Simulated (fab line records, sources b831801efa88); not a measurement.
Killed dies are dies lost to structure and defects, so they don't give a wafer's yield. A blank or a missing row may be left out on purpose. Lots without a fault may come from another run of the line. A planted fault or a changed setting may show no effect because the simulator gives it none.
Problem report in the 8D (eight disciplines) form, filled by code | flow gf180mcu | the parts of the form that need people (team, actions taken, sign-off) are left out

1. THE PROBLEM
HV_LDD_3_TW at GF_HV_LDD_TW_MEAS_38 reads a mean of 1844 on 6 wafers of 2 lots; wafers without a fault read 1444 with a standard deviation of 15. That is +27 standard deviations from the usual mean.
First seen on wafer L229.1, day 12 01:10, on film_metro-04. The record holds 36 wafers of 12 lots with a number at this step. Rule for "out", or "out of limits": more than 4 standard deviations from the usual mean. The other wafers with a number count as sound.

2. WHAT IT IS AND WHAT IT IS NOT
question                    | is                           | is not
which readings at this step | HV_LDD_3_TW                  | -
which lots                  | L229, L230                   | L227, L228, L239, L240, L241, L242, L245, L247, L248, L250
which wafers of those lots  | all that have a number       | -
read on which gauges        | film_metro-03, film_metro-04 | film_metro-02
when                        | from day 12 01:10            | up to then (6 sound wafers); but 24 sound wafers of L239, L240, L241, L242, L245, L247, L248, L250 came after

3. SUSPECTS, AND WHAT RULES EACH OUT
Counting: a tool at a process step up to the reading stays a suspect if it ran every lot that is out and no sound lot after the first of them.
- the gauge at GF_HV_LDD_TW_MEAS_38: ruled out. The wafers that are out were read on 2 gauges (film_metro-03, film_metro-04).
- implanter-01 at GF_HV_LDD_IMPLANT_36: ruled out as a lasting fault. Sound lots L242, L247, L248, L250 ran on it after its first lot that is out, L229 (day 12 00:55).
Left after counting: nothing in the record.

4. THE CAUSE (what the simulator had put in)
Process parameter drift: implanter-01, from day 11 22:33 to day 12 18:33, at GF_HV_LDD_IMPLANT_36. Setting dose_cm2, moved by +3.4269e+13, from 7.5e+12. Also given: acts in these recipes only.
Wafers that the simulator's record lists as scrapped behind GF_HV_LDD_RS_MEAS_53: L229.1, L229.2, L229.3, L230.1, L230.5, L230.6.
Counting ruled it out, wrongly: the rule takes a fault to strike every lot that its tool runs from its start on, and this one did not.

5. THE CHAIN OF EFFECTS, in route order
Each row: a reading whose mean over the struck wafers that have a number lies more than 3 standard deviations from the usual. Only readings for which the record gives a usual standard deviation are gone through. hours: the time from each lot's start at the first step in this table that gives one to its start at this step, as a median over the lots. sigmas: the change in usual standard deviations.
hours | step                 | reading            | usual        | on struck wafers | change     | sigmas
0     | GF_HV_LDD_IMPLANT_36 | dose_ions_cm2      | 7.499e+12    | 4.176e+13        | +3.426e+13 | +99 or more
0     | GF_HV_LDD_IMPLANT_36 | faraday_current_uA | 42.2         | 235.2            | +192.9     | +99 or more
0     | GF_HV_LDD_TW_MEAS_38 | HV_LDD_3_TW        | 1444         | 1844             | +400       | +27
20    | GF_HV_LDD_RS_MEAS_53 | HV_LDD_RS          | 418.2 ohm/sq | 345.5            | -72.7      | -77
The process steps in it:
- GF_HV_LDD_IMPLANT_36

6. WHAT WOULD HAVE CAUGHT IT SOONER
In this record the first reading out of limits at a measuring or inspecting step was taken at day 12 01:10, 3 hours after the fault began at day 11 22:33.
The tool's own readings at GF_HV_LDD_IMPLANT_36 were out on every struck wafer that the step has a row for (dose_ions_cm2, faraday_current_uA): an alarm limit on them would have fired on the first of those.
